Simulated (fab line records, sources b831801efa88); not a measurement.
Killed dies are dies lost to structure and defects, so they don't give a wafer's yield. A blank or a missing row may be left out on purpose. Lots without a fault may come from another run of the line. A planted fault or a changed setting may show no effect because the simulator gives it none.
Split-lot experiment | flow gf180mcu | 5 lots, 23 wafers read, on a route of 602 steps

THE SPLIT
At GF_MVSD_IMPLANT_08, the setting dose_cm2 was moved away from the recipe's 1.6e+13 on 9 of the 23 wafers read, by -14.2% to +15.9%. The other wafers ran this setting at the recipe's value.

FROM THE SPLIT TO THE READING: what the file shows between them, 2 steps
- GF_MVSD_IMPLANT_09
- GF_MVSD_STRIP_10: strips in O2/N2

THE READING
MVSD_TW, at GF_MVSD_TW_MEAS_11. Fault-free wafers of this fab line usually give 1579, standard deviation 9.5.

wafer  | tool, chamber at the split | dose_cm2 as run | against the recipe | MVSD_TW | against lot-mates on the recipe
L076.1 | implanter-03, 0            | 1.6e+13         | recipe             | 1582    | -
L076.2 | implanter-03, 0            | 1.854e+13       | +15.9%             | 1654    | +68
L076.3 | implanter-03, 0            | 1.854e+13       | +15.9%             | 1654    | +68
L076.4 | implanter-03, 0            | 1.6e+13         | recipe             | 1589    | -
L076.6 | implanter-03, 0            | 1.854e+13       | +15.9%             | 1650    | +64
L079.2 | implanter-04, 0            | 1.6e+13         | recipe             | 1580    | -
L079.4 | implanter-04, 0            | 1.6e+13         | recipe             | 1585    | -
L079.5 | implanter-04, 0            | 1.6e+13         | recipe             | 1584    | -
L081.1 | implanter-01, 0            | 1.6e+13         | recipe             | 1593    | -
L081.2 | implanter-01, 0            | 1.6e+13         | recipe             | 1586    | -
L081.3 | implanter-01, 0            | 1.6e+13         | recipe             | 1593    | -
L081.4 | implanter-01, 0            | 1.6e+13         | recipe             | 1588    | -
L081.6 | implanter-01, 0            | 1.6e+13         | recipe             | 1598    | -
L080.1 | implanter-03, 0            | 1.372e+13       | -14.2%             | 1503    | -62
L080.2 | implanter-03, 0            | 1.6e+13         | recipe             | 1569    | -
L080.3 | implanter-03, 0            | 1.372e+13       | -14.2%             | 1505    | -60
L080.5 | implanter-03, 0            | 1.372e+13       | -14.2%             | 1500    | -66
L080.6 | implanter-03, 0            | 1.6e+13         | recipe             | 1562    | -
L083.1 | implanter-01, 0            | 1.6e+13         | recipe             | 1588    | -
L083.2 | implanter-01, 0            | 1.391e+13       | -13.1%             | 1523    | -64
L083.4 | implanter-01, 0            | 1.391e+13       | -13.1%             | 1523    | -64
L083.5 | implanter-01, 0            | 1.6e+13         | recipe             | 1585    | -
L083.6 | implanter-01, 0            | 1.391e+13       | -13.1%             | 1530    | -56

THE FIT
A straight line over all 23 wafers: MVSD_TW changes by +4.78 for each +1% of dose_cm2; r = +0.98; the points scatter about the line by 9.4.
The same after taking each lot's own level away (the mean of its wafers on the recipe; 23 wafers): +4.4 for each +1%; r = +1.00; scatter 3.5.
On that fit, the largest move of dose_cm2 shifts the reading by 70.
The lots' own levels span 1565.5 to 1591.6, that is 2.7 times the standard deviation above.
So the lot-to-lot level changes the slope little: the two slopes agree.
Check: with one of the wafers moved furthest among these (+15.9%) left out of the fit, the line predicts +69.1 for it against its lot-mates. It came out at +68.5 against them.

OTHER SPLITS ON THESE WAFERS
These wafers also went through other splits before the reading. Each is held against what the fit with the lots' levels taken away leaves over:
other split on the same wafers   | wafers away from the commonest value | r with MVSD_TW (lot level and that fit taken away)
GF_STI_OXIDATION_01 ox_time_s    | 15                                   | +0.17
GF_STI_WET_ETCH_17 time_s        | 10                                   | -0.21
GF_STI_WET_ETCH_26 time_s        | 18                                   | -0.02
GF_DNWELL_IMPLANT_07 dose_cm2    | 9                                    | +0.02
GF_NWELL_COAT_02 spin_rpm        | 10                                   | +0.03
GF_LVPWELL_COAT_02 resist_thk_nm | 7                                    | -0.09
GF_LVPWELL_EXPOSE_04 dose_mj     | 10                                   | +0.33

THE FILE'S OWN FIT
MVSD_TW changes by +4.41 for each +1% of dose_cm2, r = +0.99.
